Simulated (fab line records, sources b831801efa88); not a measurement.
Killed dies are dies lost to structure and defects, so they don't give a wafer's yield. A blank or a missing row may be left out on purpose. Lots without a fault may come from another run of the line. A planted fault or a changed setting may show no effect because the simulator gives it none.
Which tool did it? | flow sky130 | 15 lots, 45 wafers sampled, at 5 steps of a route of 708

WHAT THE GAUGES READ, wafer by wafer
SKY_GATE_OXIDE_OVL_MEAS_10.
lot  | measured     | on         | GATE_OXIDE_OVL (nm)
L771 | day 14 03:59 | overlay-01 | 1.0 2.1 4.9
L774 | day 15 03:21 | overlay-02 | 0.7 0.9 -0.1
L773 | day 15 03:38 | overlay-02 | 4.0 1.0 2.7
L775 | day 15 08:16 | overlay-01 | 3.1 0.7 2.5
L776 | day 15 17:59 | overlay-02 | 1.8 1.8 1.2
L777 | day 16 02:40 | overlay-02 | 4.6 1.4 2.2
L781 | day 17 14:17 | overlay-02 | 0.3 3.0 1.8
L782 | day 17 18:36 | overlay-02 | 1.3 -0.1 -1.9
L784 | day 18 08:54 | overlay-02 | 3.8 4.2 2.4
L785 | day 18 16:49 | overlay-02 | 3.1 1.1 3.9
L786 | day 19 02:01 | overlay-01 | -1.5 0.2 0.0
L787 | day 19 10:08 | overlay-01 | 0.7 0.4 1.6
L788 | day 19 18:44 | overlay-01 | 2.1 1.8 3.0
L790 | day 20 09:33 | overlay-01 | -1.7 -0.7 -1.6
L793 | day 21 12:46 | overlay-02 | 2.5 3.3 3.3

SKY_POLY_GATE_THK_MEAS_01.
lot  | measured     | on            | POLY_GATE_CVD_00_THK (nm)
L771 | day 14 12:29 | film_metro-01 | 181.7 180.5 182.7
L774 | day 15 06:45 | film_metro-04 | 181.4 180.1 180.0
L773 | day 15 08:17 | film_metro-04 | 181.6 180.5 182.4
L775 | day 15 12:07 | film_metro-04 | 179.2 179.5 179.5
L776 | day 15 21:19 | film_metro-04 | 183.1 181.6 182.3
L777 | day 16 06:36 | film_metro-04 | 181.6 182.4 182.1
L781 | day 17 17:32 | film_metro-04 | 182.1 182.6 181.6
L782 | day 17 23:13 | film_metro-01 | 183.1 184.5 185.2
L784 | day 18 12:38 | film_metro-02 | 182.4 182.1 182.1
L785 | day 18 20:23 | film_metro-01 | 180.8 179.5 180.4
L786 | day 19 05:16 | film_metro-02 | 183.4 180.8 179.5
L787 | day 19 14:36 | film_metro-01 | 177.6 177.3 179.1
L788 | day 19 22:35 | film_metro-02 | 180.9 179.9 179.4
L790 | day 20 13:56 | film_metro-04 | 180.1 181.2 180.6
L793 | day 21 15:59 | film_metro-02 | 179.7 179.8 179.6

SKY_POLY_GATE_THK_MEAS_21.
lot  | measured     | on            | POLY_GATE_OXIDATION_THK (nm)
L771 | day 16 23:12 | film_metro-02 | 4.08 4.08 4.05
L774 | day 17 20:29 | film_metro-01 | 3.99 3.98 3.91
L773 | day 17 22:13 | film_metro-01 | 3.99 3.97 3.92
L775 | day 18 02:48 | film_metro-04 | 3.95 3.85 3.85
L776 | day 18 12:41 | film_metro-04 | 4.05 4.14 4.11
L777 | day 18 21:03 | film_metro-02 | 4.02 4.00 3.98
L781 | day 20 11:13 | film_metro-01 | 3.92 3.82 3.92
L782 | day 20 16:17 | film_metro-02 | 4.08 4.05 4.02
L784 | day 21 05:46 | film_metro-04 | 4.03 4.00 4.01
L785 | day 21 13:49 | film_metro-04 | 4.13 4.03 4.05
L786 | day 21 22:01 | film_metro-02 | 3.93 3.94 3.89
L787 | day 22 07:13 | film_metro-02 | 4.06 4.09 4.08
L788 | day 22 16:22 | film_metro-01 | 4.00 3.96 4.00
L790 | day 23 07:06 | film_metro-01 | 4.02 4.07 4.01
L793 | day 24 11:18 | film_metro-01 | 3.93 4.01 3.90

SKY_VIA1_THK_MEAS_01.
lot  | measured     | on            | VIA1_HDPCVD_THK (nm)
L771 | day 33 09:58 | film_metro-02 | 1042 1048 1055
L774 | day 34 03:13 | film_metro-02 | 1025 1035 1030
L773 | day 34 05:44 | film_metro-04 | 1029 1041 1035
L775 | day 34 09:11 | film_metro-01 | 1008 1013 1025
L776 | day 34 20:08 | film_metro-02 | 1059 1050 1043
L777 | day 35 01:56 | film_metro-01 | 1048 1056 1050
L781 | day 36 11:55 | film_metro-01 | 1026 1040 1031
L782 | day 36 15:28 | film_metro-01 | 1036 1027 1022
L784 | day 36 23:22 | film_metro-01 | 377 377 1031
L785 | day 37 10:37 | film_metro-04 | 1034 1033 1048
L786 | day 37 15:40 | film_metro-02 | 377 1059 1035
L787 | day 37 22:51 | film_metro-01 | 1027 364 368
L788 | day 38 04:07 | film_metro-04 | 1016 1037 1038
L790 | day 38 20:02 | film_metro-04 | 1052 1029 1045
L793 | day 39 18:46 | film_metro-02 | 1041 1007 1023

WHICH TOOL RAN EACH LOT (tool, then ch and the chambers of the sampled wafers, then the start)
lot  | SKY_VIA1_HDPCVD_00
L771 | hdpcvd-02 ch 0,1, day 33 09:50
L774 | hdpcvd-01 ch 1,2, day 34 03:05
L773 | hdpcvd-01 ch 1,2, day 34 05:37
L775 | hdpcvd-01 ch 0,1,2, day 34 09:04
L776 | hdpcvd-02 ch 1,2, day 34 20:01
L777 | hdpcvd-02 ch 0,1,2, day 35 01:50
L781 | hdpcvd-01 ch 1,2, day 36 11:47
L782 | hdpcvd-01 ch 0,1,2, day 36 15:20
L784 | hdpcvd-02 ch 0,1, day 36 23:14
L785 | hdpcvd-01 ch 0,1,2, day 37 10:31
L786 | hdpcvd-02 ch 0,2, day 37 15:31
L787 | hdpcvd-02 ch 1,2, day 37 22:44
L788 | hdpcvd-01 ch 0,2, day 38 03:59
L790 | hdpcvd-01 ch 0,1,2, day 38 19:55
L793 | hdpcvd-01 ch 0,1,2, day 39 18:38
- SKY_VIA1_HDPCVD_00: deposits SiO2, target thk 1030 nm, time 171.7 s.

WHAT THE TOOLS THEMSELVES READ (means of the sampled wafers that have a number; where no wafer has one, the mark that the record gives instead)
The record holds no such reading with a usual standard deviation.

THE ANSWER, worked out from the rows above alone
Rule: what is usual is taken from the lots themselves. Put in order of their means at a reading, lots are off if they are a third of the lots or fewer, leave a main group of 4 or more, and stand apart from it by a gap of 3 or more times the standard deviation of the main group's means; of several such gaps the widest counts. A main group whose means are all the same, to the digits that the tables above print for the reading, isn't used. A lot without any number at a reading at which 4 lots or more have one is off too. The other lots that the step has rows for count as sound. The gauges are gone through in route order, then the tools' own readings, and for those a lot's mean is taken as printed above. The first step at which some lot is off is used, and at that step the reading that is off furthest; a lot without a number counts as furthest.
Off: L784, L786, L787, at SKY_VIA1_THK_MEAS_01 (VIA1_HDPCVD_THK). The main group: mean 1035 nm, standard deviation 11.
A tool fits if, at a process step before that reading, it ran every lot that is off, and no sound lot after the first of them. The gauges at SKY_VIA1_THK_MEAS_01 are tried like those tools. One fits: hdpcvd-02 at SKY_VIA1_HDPCVD_00. Its last sound lot is L777 (day 35 01:50), its first lot that is off L784 (day 36 23:14): a fault that began between those two fits.

WHAT THE SIMULATOR HAD PUT IN
Process parameter drift: hdpcvd-02, from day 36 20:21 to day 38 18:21, at SKY_VIA1_HDPCVD_00. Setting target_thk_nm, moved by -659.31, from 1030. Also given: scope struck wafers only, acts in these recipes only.
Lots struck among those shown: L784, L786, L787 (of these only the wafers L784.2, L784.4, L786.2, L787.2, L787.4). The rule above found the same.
